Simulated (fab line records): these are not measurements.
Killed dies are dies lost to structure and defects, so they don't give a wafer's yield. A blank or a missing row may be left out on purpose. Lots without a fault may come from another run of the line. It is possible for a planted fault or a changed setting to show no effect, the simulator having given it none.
fab line records -- flow sky130
[record] lots = 10, wafers = 30, last-day = 50
route steps=708 shown DNWELL@43 SD_N@350 METAL1@436 VIA3@594
lots with no fault: from the same line, run without faults
start-h: hours from the record's opening day to when the first of the lot's shown wafers began -- wait-h: hours since the lot's step before -- " the same as in the row above -- L1.1+2: one row covering several wafers at once -- - either no value or no given start -- * or withheld: withheld -- < > ~ a bound
route shown NAME@n: names a module that has steps shown in the file, with the first one's number in the route -- usual: mean/standard deviation of fault-free wafers -- same: alike in all rows -- chamber/n: place in a boat -- sites: per-site readings -- _std_site: standard deviation of those values -- _edge_site: mean of outer sites minus mean of inner sites -- radius-mm: how far each site lies from the wafer's centre -- mask NAME#n: copy n -- behind: the most recent tool/chamber to have shaped the wafer -- hold: why the lot was held/for how many hours/how that ended -- device: transistor that didn't switch, given as n, p or np -- end of line: the tests these same wafers got at the end of their route -- a step without rows: its recipe alone -- killed: not the wafer's yield, but the dies lost to structure and defects at the first sort -- map: a wafer's dies, x killed, . not, _ none there
set.NAME: the run value of the setting; set.NAME@STEP: its run value at that earlier step -- model.NAME: the simulator's own value behind a step, which no gauge read
route steps across a sampled set of lots; one table per step, one row per wafer
services: from which hour (start-h, from the record's first day; less than 0 if before it) a tool's chamber was out of use, for how many hours, and why
[[steps]]
[step SKY_DNWELL_STRIP_08]
[recipe] chemistry = O2/N2, power-w = 1400, pressure-mtorr = 1500, platen-temp-c = withheld, o2-flow-sccm = 3000, n2-flow-sccm = 300, overash-fraction = 0.5
[usual] drypump-motor-current-A = 6.04/0.21, oes-product-au = 0.722/0.0049, strip-time-to-endpoint-s = 36.86/0.11
lot.wafer,tool,chamber,start-h,wait-h,drypump-motor-current-A,oes-product-au,rf-hours-counter-h,strip-time-to-endpoint-s
L740.3,plasma-asher-02,1,62.57,0.1,6.26,0.724,-,36.86
L740.4,plasma-asher-02,0,62.57,0.1,5.97,0.718,-,37.03
L740.5,plasma-asher-02,1,62.57,0.1,6.25,0.724,-,36.94
L742.1,plasma-asher-04,0,76.59,0.1,6.09,0.726,40,36.88
L742.3,plasma-asher-04,0,76.59,0.1,6.07,0.718,-,36.93
L742.6,plasma-asher-04,1,76.59,0.1,5.66,0.725,-,36.87
L745.2,plasma-asher-02,1,92.73,0.1,6.27,0.725,41,36.77
L745.3,plasma-asher-02,0,92.73,0.1,5.97,0.722,-,36.76
L745.5,plasma-asher-02,0,92.73,0.1,6.03,0.718,-,36.78
L747.2,plasma-asher-04,0,99.91,0.1,6.09,0.721,42,36.83
L747.3,plasma-asher-04,1,99.91,0.1,5.68,0.723,-,36.78
L747.5,plasma-asher-04,0,99.91,0.1,6.09,0.723,-,36.75
L748.2,plasma-asher-02,0,105.56,0.1,5.99,0.720,42,36.91
L748.3,plasma-asher-02,0,105.56,0.1,5.97,0.725,-,36.97
L748.5,plasma-asher-02,0,105.56,0.1,6.01,0.710,-,36.96
L750.2,plasma-asher-02,0,123.21,0.1,5.95,0.722,44,36.84
L750.3,plasma-asher-02,0,123.21,0.1,6.02,0.734,-,36.88
L750.4,plasma-asher-02,1,123.21,0.1,6.26,0.723,-,36.88
L755.3,plasma-asher-02,0,145.07,0.1,6.03,0.723,-,36.88
L755.5,plasma-asher-02,1,145.07,0.1,6.26,0.728,-,36.92
L755.6,plasma-asher-02,0,145.07,0.1,6.00,0.726,-,37.00
L757.3,plasma-asher-02,1,157.49,0.1,6.25,0.717,-,37.05
L757.4,plasma-asher-02,0,157.49,0.1,5.98,0.728,-,37.02
L757.5,plasma-asher-02,0,157.49,0.1,6.02,0.729,-,37.03
L758.1,plasma-asher-04,1,160.71,0.1,5.64,0.727,4,36.79
L758.3,plasma-asher-04,1,160.71,0.1,5.67,0.715,-,36.72
L758.6,plasma-asher-04,0,160.71,0.1,6.05,0.717,-,36.80
L761.1,plasma-asher-04,0,175.76,0.1,6.11,0.723,6,36.86
L761.3,plasma-asher-04,0,175.76,0.1,6.10,0.728,-,36.79
L761.6,plasma-asher-04,1,175.76,0.1,5.65,0.724,-,36.84
[step SKY_SD_N_OVL_MEAS_08]
[usual] SD_N_OVL = 0.5/1.4
lot.wafer,tool,chamber,start-h,wait-h,SD_N_OVL[nm]
L740.3,overlay-01,-,671.35,0.1,1.5
L740.4,overlay-01,-,671.35,0.1,0.3
L740.5,overlay-01,-,671.35,0.1,1.1
L742.1,overlay-01,-,688.35,0.1,1.3
L742.3,overlay-01,-,688.35,0.1,-0.2
L742.6,overlay-01,-,688.35,0.1,1.1
L745.2,overlay-02,-,702.45,0.1,-0.3
L745.3,overlay-02,-,702.45,0.1,-0.9
L745.5,overlay-02,-,702.45,0.1,-0.5
L747.2,overlay-01,-,719.46,0.1,-1.7
L747.3,overlay-01,-,719.46,0.1,-1.8
L747.5,overlay-01,-,719.46,0.1,-0.6
L748.2,overlay-02,-,721.15,0.1,2.7
L748.3,overlay-02,-,721.15,0.1,2.4
L748.5,overlay-02,-,721.15,0.1,3.2
L750.2,overlay-02,-,750.75,0.1,2.7
L750.3,overlay-02,-,750.75,0.1,2.1
L750.4,overlay-02,-,750.75,0.1,1.1
L755.3,overlay-01,-,777.60,0.1,0.6
L755.5,overlay-01,-,777.60,0.1,-0.2
L755.6,overlay-01,-,777.60,0.1,-0.2
L757.3,overlay-01,-,797.39,0.1,0.8
L757.4,overlay-01,-,797.39,0.1,0.6
L757.5,overlay-01,-,797.39,0.1,0.7
L758.1,overlay-02,-,801.88,0.1,-0.7
L758.3,overlay-02,-,801.88,0.1,2.4
L758.6,overlay-02,-,801.88,0.1,2.1
L761.1,overlay-02,-,822.71,0.1,1.1
L761.3,overlay-02,-,822.71,0.1,3.2
L761.6,overlay-02,-,822.71,0.1,1.5
[step SKY_METAL1_SPUTTER_02]
[recipe] material = AlCu, target-thk-nm = 250, power-w = 10600, time-s = 13.3, chamber-pressure-pa = 0.4
[usual] throttle-valve-pct = 30.2/0.72
lot.wafer,tool,chamber,start-h,wait-h,throttle-valve-pct
L740.3,pvd-sputter-04,-,761.28,0.0,31.0
L740.4,pvd-sputter-04,-,761.28,0.0,31.3
L740.5,pvd-sputter-04,-,761.28,0.0,31.2
L742.1,pvd-sputter-03,-,777.92,0.0,30.0
L742.3,pvd-sputter-03,-,777.92,0.0,29.9
L742.6,pvd-sputter-03,-,777.92,0.0,29.6
L745.2,pvd-sputter-03,-,790.59,0.0,30.5
L745.3,pvd-sputter-03,-,790.59,0.0,30.1
L745.5,pvd-sputter-03,-,790.59,0.0,30.2
L747.2,pvd-sputter-04,-,807.26,0.0,31.3
L747.3,pvd-sputter-04,-,807.26,0.0,31.1
L747.5,pvd-sputter-04,-,807.26,0.0,31.0
L748.2,pvd-sputter-03,-,807.96,0.0,30.1
L748.3,pvd-sputter-03,-,807.96,0.0,30.4
L748.5,pvd-sputter-03,-,807.96,0.0,30.2
L750.2,pvd-sputter-03,-,836.71,0.0,29.6
L750.3,pvd-sputter-03,-,836.71,0.0,29.6
L750.4,pvd-sputter-03,-,836.71,0.0,30.0
L755.3,pvd-sputter-04,-,861.51,0.0,29.9
L755.5,pvd-sputter-04,-,861.51,0.0,30.9
L755.6,pvd-sputter-04,-,861.51,0.0,30.9
L757.3,pvd-sputter-03,-,882.30,0.0,30.1
L757.4,pvd-sputter-03,-,882.30,0.0,30.0
L757.5,pvd-sputter-03,-,882.30,0.0,29.6
L758.1,pvd-sputter-04,-,887.42,0.0,30.4
L758.3,pvd-sputter-04,-,887.42,0.0,31.1
L758.6,pvd-sputter-04,-,887.42,0.0,30.8
L761.1,pvd-sputter-03,-,907.26,0.0,29.5
L761.3,pvd-sputter-03,-,907.26,0.0,29.6
L761.6,pvd-sputter-03,-,907.26,0.0,30.2
[step SKY_VIA3_CVD_21]
[recipe] material = W, target-thk-nm = 390, time-s = 117.31, temp-c = 400, pressure-torr = 40
[usual] chamber-pressure-Torr = 40.01/0.093, heater-power-w = 879/120
lot.wafer,tool,chamber,start-h,wait-h,chamber-pressure-Torr,heater-power-w
L740.3,cvd-w-02,1,951.08,0.1,39.88,775
L740.4,cvd-w-02,0,951.08,0.1,40.20,930
L740.5,cvd-w-02,1,951.08,0.1,39.84,761
L742.1,cvd-w-01,1,966.03,0.0,40.16,1016
L742.3,cvd-w-01,1,966.03,0.0,40.02,1042
L742.6,cvd-w-01,1,966.03,0.0,39.94,1032
L745.2,cvd-w-02,0,977.35,0.0,40.06,909
L745.3,cvd-w-02,1,977.35,0.0,40.13,768
L745.5,cvd-w-02,1,977.35,0.0,40.06,797
L747.2,cvd-w-01,0,992.01,0.0,40.03,765
L747.3,cvd-w-01,0,992.01,0.0,39.81,750
L747.5,cvd-w-01,1,992.01,0.0,40.15,1019
L748.2,cvd-w-01,1,994.26,0.0,39.88,1056
L748.3,cvd-w-01,0,994.26,0.0,40.05,763
L748.5,cvd-w-01,1,994.26,0.0,40.00,1055
L750.2,cvd-w-02,0,1019.98,0.0,40.03,914
L750.3,cvd-w-02,0,1019.98,0.0,40.09,909
L750.4,cvd-w-02,1,1019.98,0.0,40.06,800
L755.3,cvd-w-02,0,1041.33,0.1,40.11,937
L755.5,cvd-w-02,1,1041.33,0.1,39.82,765
L755.6,cvd-w-02,0,1041.33,0.1,40.17,919
L757.3,cvd-w-01,0,1057.13,0.1,40.10,741
L757.4,cvd-w-01,1,1057.13,0.1,39.91,1051
L757.5,cvd-w-01,0,1057.13,0.1,40.05,756
L758.1,cvd-w-02,0,1062.17,0.0,40.10,933
L758.3,cvd-w-02,1,1062.17,0.0,40.12,770
L758.6,cvd-w-02,1,1062.17,0.0,40.17,782
L761.1,cvd-w-01,1,1077.83,0.0,40.10,1046
L761.3,cvd-w-01,1,1077.83,0.0,40.00,1081
L761.6,cvd-w-01,1,1077.83,0.0,40.05,1100
[step SKY_VIA3_RS_MEAS_22]
[recipe] thk-meas-gauge = four-point-probe, reads = W_of_VIA3_CVD_21+TiN_of_VIA3_SPUTTER_20
[usual] VIA3_W_RS = 0.289/0.0058
lot.wafer,tool,chamber,start-h,wait-h,VIA3_W_RS[ohm/sq]
L740.3,film-metro-04,-,951.20,0.1,0.288
L740.4,film-metro-04,-,951.20,0.1,0.296
L740.5,film-metro-04,-,951.20,0.1,0.288
L742.1,film-metro-03,-,966.16,0.1,0.285
L742.3,film-metro-03,-,966.16,0.1,0.279
L742.6,film-metro-03,-,966.16,0.1,0.280
L745.2,film-metro-03,-,977.49,0.1,0.294
L745.3,film-metro-03,-,977.49,0.1,0.290
L745.5,film-metro-03,-,977.49,0.1,0.289
L747.2,film-metro-04,-,992.16,0.1,0.289
L747.3,film-metro-04,-,992.16,0.1,0.290
L747.5,film-metro-04,-,992.16,0.1,0.291
L748.2,film-metro-03,-,994.40,0.1,0.288
L748.3,film-metro-03,-,994.40,0.1,0.287
L748.5,film-metro-03,-,994.40,0.1,0.286
L750.2,film-metro-02,-,1020.12,0.1,0.296
L750.3,film-metro-02,-,1020.12,0.1,0.299
L750.4,film-metro-02,-,1020.12,0.1,0.287
L755.3,film-metro-04,-,1041.45,0.1,0.296
L755.5,film-metro-04,-,1041.45,0.1,0.287
L755.6,film-metro-04,-,1041.45,0.1,0.157
L757.3,film-metro-03,-,1057.25,0.1,0.289
L757.4,film-metro-03,-,1057.25,0.1,0.284
L757.5,film-metro-03,-,1057.25,0.1,0.287
L758.1,film-metro-03,-,1062.29,0.1,0.158
L758.3,film-metro-03,-,1062.29,0.1,0.295
L758.6,film-metro-03,-,1062.29,0.1,0.154
L761.1,film-metro-03,-,1077.96,0.1,0.279
L761.3,film-metro-03,-,1077.96,0.1,0.278
L761.6,film-metro-03,-,1077.96,0.1,0.278
[step SKY_VIA3_THK_MEAS_23]
[recipe] thk-meas-gauge = xrf, reads = W_of_VIA3_CVD_21
[usual] VIA3_W_THK = 406/9.3
lot.wafer,tool,chamber,start-h,wait-h,VIA3_W_THK[nm]
L740.3,film-metro-04,-,951.30,0.1,406
L740.4,film-metro-04,-,951.30,0.1,396
L740.5,film-metro-04,-,951.30,0.1,404
L742.1,film-metro-03,-,966.28,0.1,414
L742.3,film-metro-03,-,966.28,0.1,420
L742.6,film-metro-03,-,966.28,0.1,420
L745.2,film-metro-03,-,977.60,0.1,398
L745.3,film-metro-03,-,977.60,0.1,406
L745.5,film-metro-03,-,977.60,0.1,407
L747.2,film-metro-04,-,992.27,0.1,405
L747.3,film-metro-04,-,992.27,0.1,403
L747.5,film-metro-04,-,992.27,0.1,404
L748.2,film-metro-03,-,994.51,0.1,412
L748.3,film-metro-03,-,994.51,0.1,412
L748.5,film-metro-03,-,994.51,0.1,412
L750.2,film-metro-02,-,1020.23,0.1,398
L750.3,film-metro-02,-,1020.23,0.1,391
L750.4,film-metro-02,-,1020.23,0.1,407
L755.3,film-metro-04,-,1041.55,0.1,394
L755.5,film-metro-04,-,1041.55,0.1,406
L755.6,film-metro-04,-,1041.55,0.1,-
L757.3,film-metro-03,-,1057.35,0.1,411
L757.4,film-metro-03,-,1057.35,0.1,418
L757.5,film-metro-03,-,1057.35,0.1,414
L758.1,film-metro-03,-,1062.41,0.1,-
L758.3,film-metro-03,-,1062.41,0.1,400
L758.6,film-metro-03,-,1062.41,0.1,-
L761.1,film-metro-03,-,1078.08,0.1,426
L761.3,film-metro-03,-,1078.08,0.1,427
L761.6,film-metro-03,-,1078.08,0.1,425
[step SKY_VIA3_CMP_24]
[recipe] stop-on = SiO2, t-overpolish-s = 20, down-force-psi = 3.5, platen-rpm = 60, target-thk-nm = 0, pad-velocity-m-s = 0.94248
[usual] edge-zone-pressure-frac = 1.000/0.0053, motor-current-A = 11.3/0.8, time-to-endpoint-s = 97/4.5
lot.wafer,tool,chamber,start-h,wait-h,edge-zone-pressure-frac,motor-current-A,time-to-endpoint-s
L740.3,cmp-01,3,951.44,0.1,0.997,11.9,96
L740.4,cmp-01,0,951.44,0.1,1.007,10.7,94
L740.5,cmp-01,2,951.44,0.1,1.000,11.8,101
L742.1,cmp-01,2,966.44,0.1,1.002,11.8,105
L742.3,cmp-01,3,966.44,0.1,0.996,11.4,99
L742.6,cmp-01,1,966.44,0.1,0.998,11.5,96
L745.3,cmp-01,2,977.65,0.0,1.002,11.6,103
L745.2,cmp-01,1,977.65,0.0,1.007,12.5,92
L745.5,cmp-01,3,977.65,0.0,0.997,11.2,98
L747.2,cmp-02,3,992.32,0.0,0.998,11.5,93
L747.3,cmp-02,2,992.32,0.0,1.004,11.9,93
L747.5,cmp-02,0,992.32,0.0,1.000,11.3,88
L748.3,cmp-01,1,994.61,0.1,1.008,11.4,95
L748.2,cmp-01,2,994.61,0.1,1.002,11.6,101
L748.5,cmp-01,1,994.61,0.1,1.011,11.7,93
L750.2,cmp-02,2,1020.28,0.0,1.011,12.3,99
L750.3,cmp-02,3,1020.28,0.0,1.000,10.3,92
L750.4,cmp-02,1,1020.28,0.0,0.994,9.5,99
L755.3,cmp-02,2,1041.69,0.1,1.000,12.5,96
L755.6,cmp-02,0,1041.69,0.1,0.998,11.2,176
L755.5,cmp-02,1,1041.69,0.1,0.998,9.7,98
L757.3,cmp-01,2,1057.39,0.0,0.999,11.0,101
L757.4,cmp-01,1,1057.39,0.0,0.998,11.8,91
L757.5,cmp-01,3,1057.39,0.0,0.991,11.7,100
L758.3,cmp-02,1,1062.52,0.1,0.986,9.9,99
L758.1,cmp-02,3,1062.52,0.1,1.003,11.3,182
L758.6,cmp-02,1,1062.52,0.1,0.998,9.6,190
L761.1,cmp-02,2,1078.23,0.1,0.989,12.0,101
L761.3,cmp-02,3,1078.23,0.1,0.990,10.7,103
L761.6,cmp-02,1,1078.23,0.1,0.993,9.8,105
[[services]]
tool,chamber,start-h,hours,kind
cmp-02,-,45.89,0.5,repair
cmp-01,-,45.93,0.5,repair
cmp-01,-,57.25,0.3,repair
cmp-02,-,64.00,4.0,pm
cmp-02,-,72.48,1.0,repair
cmp-02,-,80.53,4.9,pm
pvd-sputter-03,-,200.37,6.0,repair
pvd-sputter-03,-,265.05,2.0,repair
plasma-asher-02,-,459.30,1.2,repair
plasma-asher-02,-,506.91,13.5,repair
pvd-sputter-03,-,521.38,8.1,repair
pvd-sputter-03,-,553.03,4.4,repair
plasma-asher-02,-,583.73,2.8,pm
pvd-sputter-03,-,617.35,92.6,repair
pvd-sputter-03,-,634.62,8.5,repair
plasma-asher-02,-,717.47,2.9,repair
plasma-asher-02,-,719.44,5.1,repair
plasma-asher-02,-,733.75,9.0,pm
plasma-asher-02,-,743.34,0.6,repair
plasma-asher-02,-,770.84,3.6,repair
pvd-sputter-03,-,771.79,1.0,repair
pvd-sputter-03,-,912.59,0.9,repair
pvd-sputter-03,-,920.81,3.0,repair
pvd-sputter-03,-,981.53,1.4,repair
[[key]]
[first-sign] step = SKY_VIA3_RS_MEAS_22, reading = VIA3_W_RS, direction = down, sigmas = 23, usual = 0.289, struck = 0.156
[effect] step = SKY_VIA3_THK_MEAS_23, reading = VIA3_W_THK, direction = missing
[effect] step = SKY_VIA3_CMP_24, reading = time-to-endpoint-s, direction = up, sigmas = 19, usual = *, struck = *
met-at SKY_VIA3_CVD_21
struck-lots L755,L758
struck-wafers L755.6,L758.1,L758.6
not-acting-at SKY_DNWELL_STRIP_08,SKY_SD_N_OVL_MEAS_08,SKY_METAL1_SPUTTER_02
onset-between 1019.98 1041.33
[fault] kind = process-parameter-drift, tool = cvd-w-02, chamber = -, onset-h = 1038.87, steps = SKY_VIA3_CVD_21, channel = target-thk-nm, offset = 343.41, shape = step, end-h = 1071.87, scope = struck-wafers-only, acts-in = these-recipes-only, stated = 390
